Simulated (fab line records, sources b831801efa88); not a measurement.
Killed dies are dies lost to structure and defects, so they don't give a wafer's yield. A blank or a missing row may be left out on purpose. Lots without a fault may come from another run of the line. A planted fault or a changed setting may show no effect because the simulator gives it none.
One fault seen from 2 desks | flow sky130 | each desk has only its own numbers; what lay behind them comes last

THE TOOL OWNER'S DESK: furnace-02
The tool's own readings at SKY_POLY_GATE_OXIDATION_20 (stabilise 600 s, purge 300 s, target thk 4 nm): means of the sampled wafers that have a number, for each lot that ran on this tool. A lot is out of limits, marked OUT, if its mean lies more than 4 standard deviations from the usual mean; the brackets give that distance. Of its 9 readings 7 are shown: the one that was out of limits first, and those that lie furthest out on some lot.
Columns: A = spike_tc_bottom_C at SKY_POLY_GATE_OXIDATION_20, usual 866.1 C; B = spike_tc_centre_C at SKY_POLY_GATE_OXIDATION_20, usual 849.8 C; C = spike_tc_lower_C at SKY_POLY_GATE_OXIDATION_20, usual 850.8 C; D = spike_tc_top_C at SKY_POLY_GATE_OXIDATION_20, usual 861.5 C; E = spike_tc_upper_C at SKY_POLY_GATE_OXIDATION_20, usual 848.6 C; F = zone_power_bottom_pct at SKY_POLY_GATE_OXIDATION_20, usual 26.4 %; G = zone_power_upper_pct at SKY_POLY_GATE_OXIDATION_20, usual 16.6 %
lot  | first seen here | A               | B               | C               | D               | E               | F               | G
L667 | day 19 10:02    | 864.1           | 848.6           | 850.3           | 862.3           | 847.7           | 26.6            | 16.3
L672 | day 21 05:19    | 864.3           | 849.8           | 851.0           | 860.7           | 847.7           | 26.4            | 16.2
L677 | day 22 19:18    | 896.9 (+15) OUT | 881.9 (+32) OUT | 882.3 (+29) OUT | 894.5 (+25) OUT | 881.0 (+29) OUT | 28.6 (+7.4) OUT | 17.4
L679 | day 23 13:30    | 895.6 (+15) OUT | 880.8 (+31) OUT | 882.8 (+29) OUT | 894.4 (+25) OUT | 880.1 (+29) OUT | 28.8 (+8.0) OUT | 17.6
L680 | day 23 19:08    | 895.7 (+15) OUT | 881.0 (+32) OUT | 882.5 (+29) OUT | 894.1 (+25) OUT | 880.0 (+29) OUT | 28.4 (+6.7) OUT | 17.4
This desk's finding: out of limits on L677, L679, L680; first on L677, day 22 19:18 (spike_tc_bottom_C at SKY_POLY_GATE_OXIDATION_20). In limits: L667, L672.

THE METROLOGY DESK
What the gauges read, lot by lot, whatever tool the lot ran on: means of the sampled wafers that have a number. A lot is out of limits, marked OUT, if its mean lies more than 4 standard deviations from the usual mean; the brackets give that distance.
Columns: A = FIELD_ISO_CVD_03_THK at SKY_FIELD_ISO_THK_MEAS_04, usual 165.5 nm; B = POLY_GATE_OXIDATION_THK at SKY_POLY_GATE_THK_MEAS_21, usual 4.02 nm
lot  | first seen here | A     | B
L665 | day 2 16:28     | 164.2 | 4.19
L666 | day 2 20:49     | 166.2 | 4.05
L667 | day 3 03:05     | 167.6 | 4.07
L668 | day 3 05:29     | 167.3 | 4.05
L672 | day 4 02:57     | 163.7 | 3.96
L677 | day 5 02:53     | 165.1 | 5.83 (+24) OUT
L679 | day 5 12:30     | 165.8 | 5.91 (+26) OUT
L680 | day 5 17:53     | 164.0 | 5.93 (+26) OUT
L682 | day 6 03:29     | 164.3 | 4.07
L683 | day 6 09:02     | 167.8 | 4.00
This desk's finding: out of limits on L677, L679, L680; first on L677, day 22 20:33 (POLY_GATE_OXIDATION_THK at SKY_POLY_GATE_THK_MEAS_21). In limits: L665, L666, L667, L668, L672, L682, L683.

PUT TOGETHER
The tool owner's desk could have raised an alarm at day 22 19:18, on L677, L679, L680.
The metrology desk could have raised an alarm at day 22 20:33, on L677, L679, L680.
Of the lots named, all ran SKY_POLY_GATE_OXIDATION_20 on furnace-02.

WHAT THE SIMULATOR HAD PUT IN
Process parameter drift: furnace-02, from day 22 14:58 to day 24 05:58, at SKY_POLY_GATE_OXIDATION_20. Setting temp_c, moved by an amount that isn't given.
Lots struck among those shown: L677, L679, L680.
Hours from the fault's start to each desk's first reading out of limits: the tool owner's desk, 4; the metrology desk, 6.
